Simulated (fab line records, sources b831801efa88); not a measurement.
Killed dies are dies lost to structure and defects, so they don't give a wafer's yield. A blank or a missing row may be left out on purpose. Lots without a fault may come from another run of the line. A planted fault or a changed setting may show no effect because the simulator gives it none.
A struck lot beside a sound one | flow sfq_line | 41 steps out of a route of 325
Sound: wafers L604.1, L604.2, L604.6. Struck: wafers L609.1, L609.4, L609.5. The cause comes at the end.
At each step with rows: each side's tool, then ch and its chambers, then its first start. Under that, the readings that differ: sound wafers | struck wafers | difference of the means | sigmas: that difference in standard deviations of wafers without a fault.
alike: readings whose means differ by less than 2 such deviations, and words and numbers that are the same on both sides. not compared: withheld readings, readings that some wafer has no value for, bounds like >300 that may hide the same value, and numbers for which the record gives no deviation and whose values overlap.
The two part at a step that has a row with sigmas, a row that says differs or no value, or rows on one side only. Numbers that don't overlap but have no deviation are shown without sigmas and don't part them. A reading that every wafer of one side lacks parts them only if that side has two wafers or more.

first, 6 steps without rows for these wafers: SFQ_TRILAYER_M7_LITHO_COAT_182 (resist thk 62 nm); SFQ_TRILAYER_M7_LITHO_COAT_177 (resist thk 600 nm); SFQ_TRILAYER_M7_LITHO_SOFTBAKE_181; SFQ_TRILAYER_M7_LITHO_EXPOSE_178 (exposes mask M7, target cd 500 nm); SFQ_TRILAYER_M7_LITHO_PEB_180 (peb time 60 s); SFQ_TRILAYER_M7_LITHO_DEVELOP_179 (time 60 s).
SFQ_M7_OVL_MEAS_945:
  sound on overlay-01, day 78 20:07; struck on overlay-02, day 83 13:40
  alike: M7_OVL
SFQ_TRILAYER_M7_BARC_OPEN_METAL_ETCH_229: etches BARC in O2, target depth 125 nm, time 41.7 s.
  sound on rie_metal-02 ch 0, day 78 20:09; struck on rie_metal-04 ch 0,1, day 83 13:43
  reading                     | sound          | struck         | difference | sigmas
  drypump_motor_current_A (A) | 5.96 5.94 5.96 | 5.16 5.17 5.34 | -0.73      | -3
  alike: oes_product_au
  not compared: rf_hours_counter_h
SFQ_TRILAYER_M7_ETCH_METAL_ETCH_180: etches Nb in Cl2/Ar, stops on SiO2, target depth 240 nm, time 120 s.
  sound on rie_metal-02 ch 0, day 78 20:16; struck on rie_metal-04 ch 0,1, day 83 13:46
  reading                     | sound          | struck         | difference | sigmas
  drypump_motor_current_A (A) | 5.97 5.99 6.04 | 5.18 5.17 5.36 | -0.76      | -3
  alike: oes_product_au
  not compared: rf_hours_counter_h
SFQ_TRILAYER_M7_STRIP_STRIP_181: strips in O2.
  sound on rie_metal-02 ch 0, day 78 20:31; struck on rie_metal-04 ch 0,1, day 83 13:54
  reading                     | sound          | struck         | difference | sigmas
  drypump_motor_current_A (A) | 6.00 6.00 5.99 | 5.19 5.18 5.35 | -0.76      | -3
  alike: oes_product_au
  not compared: rf_hours_counter_h
then, 1 step without rows for these wafers: SFQ_TRILAYER_M7_STRIP_SOLV_CLEAN_182 (cleans in NMP, time 600 s).
SFQ_TRILAYER_I7_DEP_PECVD_183: deposits SiO2 from SiH4/N2O, time 111.11 s, target thk 500 nm.
  sound on pecvd-03 ch 0,2, day 78 21:53; struck on pecvd-04 ch 0,2, day 83 14:40
  no value came back on the struck wafers for any of 5 readings (chamber_pressure_Torr (Torr), heater_power_outer_w (W) and others); on the sound wafers chamber_pressure_Torr (Torr) reads 2.394 2.408 2.398
then, 1 step without rows for these wafers: SFQ_TRILAYER_I7_CMP_CMP_184 (polishes SiO2).
SFQ_I7_BOW_MEAS_946:
  sound on film_metro-02, day 79 02:15; struck on film_metro-01, day 83 18:21
  alike: I7_BOW
SFQ_TRILAYER_I7_METRO_MEASURE_185:
  sound on film_metro-02, day 79 02:22; struck on film_metro-01, day 83 18:28
then, 6 steps without rows for these wafers: SFQ_TRILAYER_I7_VIA_LITHO_COAT_192 (resist thk 62 nm); SFQ_TRILAYER_I7_VIA_LITHO_COAT_187 (resist thk 650 nm); SFQ_TRILAYER_I7_VIA_LITHO_SOFTBAKE_191; SFQ_TRILAYER_I7_VIA_LITHO_EXPOSE_188 (exposes mask I7, target cd 1000 nm); SFQ_TRILAYER_I7_VIA_LITHO_PEB_190 (peb time 60 s); SFQ_TRILAYER_I7_VIA_LITHO_DEVELOP_189 (time 60 s).
SFQ_I7_OVL_MEAS_947:
  sound on overlay-01, day 79 06:25; struck on overlay-01, day 84 02:52
  alike: I7_OVL
SFQ_TRILAYER_I7_VIA_BARC_OPEN_VIA_ETCH_260: etches BARC in O2, target depth 125 nm, time 41.7 s.
  sound on rie_diel-01 ch 1,3, day 79 06:27; struck on rie_diel-03 ch 1,3, day 84 02:55
  reading                     | sound       | struck      | difference | sigmas
  drypump_motor_current_A (A) | 6.4 6.7 6.3 | 5.5 5.9 5.5 | -0.8       | -2
  alike: oes_product_au
  not compared: rf_hours_counter_h
SFQ_TRILAYER_I7_VIA_ETCH_VIA_ETCH_190: etches SiO2 in CHF3, stops on Nb, target depth 260 nm.
  sound on rie_diel-01 ch 1,3, day 79 06:29; struck on rie_diel-03 ch 1,3, day 84 02:57
  reading                  | sound             | struck            | difference | sigmas
  oes_product_au (a.u.)    | 0.862 0.856 0.849 | 0.375 0.374 0.378 | -0.480     | -87
  model.etch.depth_nm (nm) | 200.6 201.3 199.8 | 0 0 0             | -201       |
  alike: drypump_motor_current_A
then, 6 steps without rows for these wafers: SFQ_TRILAYER_I7_VIA_STRIP_STRIP_191 (strips in O2); SFQ_TRILAYER_I7_VIA_STRIP_SOLV_CLEAN_192 (cleans in NMP, time 600 s); SFQ_TRILAYER_M8_LITHO_LOR_COAT_197; SFQ_TRILAYER_M8_LITHO_LOR_BAKE_198; SFQ_TRILAYER_M8_LITHO_COAT_193 (resist thk 600 nm); SFQ_TRILAYER_M8_LITHO_SOFTBAKE_199.
SFQ_TRILAYER_M8_LITHO_EXPOSE_194: exposes mask M8, target cd 2000 nm.
  sound on krf_scanner-01 ch 0, day 79 08:41; struck on krf_scanner-01, day 84 13:10
  no value came back on the struck wafers for exposure_dose_mJ_cm2, focus_offset_nm (nm); on the sound wafers exposure_dose_mJ_cm2 reads 14.397 14.409 14.414
  alike: mask
then, 2 steps without rows for these wafers: SFQ_TRILAYER_M8_LITHO_PEB_196 (peb time 60 s); SFQ_TRILAYER_M8_LITHO_DEVELOP_195 (img clear 15 s, time 55 s).
SFQ_M8_OVL_MEAS_948:
  sound on overlay-02, day 79 10:10; struck on overlay-02, day 84 14:40
  reading     | sound    | struck | difference                    | sigmas
  M8_OVL (nm) | 0 -7 -13 | - - -  | no value on the struck wafers |
then, 3 steps without rows for these wafers: SFQ_TRILAYER_M8_DEP_EVAP_197 (material Ti, target thk 20 nm, time 100 s); SFQ_TRILAYER_M8_DEP_EVAP_198 (material Pt, target thk 50 nm, time 250 s); SFQ_TRILAYER_M8_DEP_EVAP_196 (material Au, target thk 180 nm, time 900 s).
SFQ_M8_RS_MEAS_949: measures by four-point-probe.
  sound on film_metro-03, day 79 10:57; struck on film_metro-04, day 84 15:27
  alike: M8_AU_RS
SFQ_M8_THK_MEAS_950: measures by xrf.
  sound on film_metro-03, day 79 11:04; struck on film_metro-04, day 84 15:34
  alike: M8_AU_THK
then, 1 step without rows for these wafers: SFQ_TRILAYER_M8_LIFTOFF_LIFTOFF_197 (chemistry NMP, time 600 s).
SFQ_M8_BOW_MEAS_951:
  sound on film_metro-04, day 79 11:19; struck on film_metro-03, day 84 15:48
  reading                 | sound               | struck            | difference | sigmas
  model.etest.m8.ohm_sq   | 0.153 0.1519 0.1518 | 1e+06 1e+06 1e+06 | +1e+06     |
  model.etest.i7.link_ohm | 1.056 1.046 1.058   | 1e+06 1e+06 1e+06 | +1e+06     |
  alike: M8_BOW

WHERE THEY PART
First at SFQ_TRILAYER_M7_BARC_OPEN_METAL_ETCH_229; last, within this record, at SFQ_M8_OVL_MEAS_948. Later steps at which nothing parts them and some readings are alike: SFQ_M8_RS_MEAS_949, SFQ_M8_THK_MEAS_950, SFQ_M8_BOW_MEAS_951.

WHY: what the simulator had put in
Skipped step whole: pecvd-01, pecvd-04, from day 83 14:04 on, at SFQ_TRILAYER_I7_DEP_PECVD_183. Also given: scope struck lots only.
